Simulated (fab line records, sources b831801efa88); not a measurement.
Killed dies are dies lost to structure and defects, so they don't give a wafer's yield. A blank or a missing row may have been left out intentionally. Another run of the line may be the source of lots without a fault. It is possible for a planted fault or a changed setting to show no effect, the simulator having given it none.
Which tool is to blame? -- flow gf180mcu -- 7 lots (21 wafers sampled), 1 step of a 602-step route

WHAT THE GAUGES READ, wafer by wafer
GF_M3_THK_MEAS_06: measures by xrf.
lot,measured,on,M3_ALCU_THK (nm)
L103,day 20 23:48,filmMetro-02,454 448 446
L106,day 22 19:02,filmMetro-03,451 452 448
L109,day 23 12:31,filmMetro-02,444 447 446
L110,day 24 00:35,filmMetro-03,451 450 451
L113,day 25 01:14,filmMetro-03,443 442 443
L117,day 26 14:54,filmMetro-02,441 441 440
L125,day 28 11:41,filmMetro-03,450 447 447

WHICH TOOL RAN EACH LOT (tool, then ch and the chambers of the sampled wafers, then the start)
No process step before these readings appears in the record.

THE ANSWER, worked out from the rows above alone
Rule: the usual values come from the lots themselves. The widest of any qualifying gaps counts: lots, ordered by their means at a reading, are off when they make up no more than a third of the lots, leave a main group of 4 or more, and stand apart from it by 3 or more times the standard deviation of that group's means. The tables above print the reading to a certain number of digits; a main group whose means all agree to those digits is not used. Also off: a lot with no number at a reading for which 4 or more lots have one. The other lots that the step has rows for count as sound.
Nothing can be told from this: no lot is off at any reading shown.

WHAT THE SIMULATOR HAD INSERTED
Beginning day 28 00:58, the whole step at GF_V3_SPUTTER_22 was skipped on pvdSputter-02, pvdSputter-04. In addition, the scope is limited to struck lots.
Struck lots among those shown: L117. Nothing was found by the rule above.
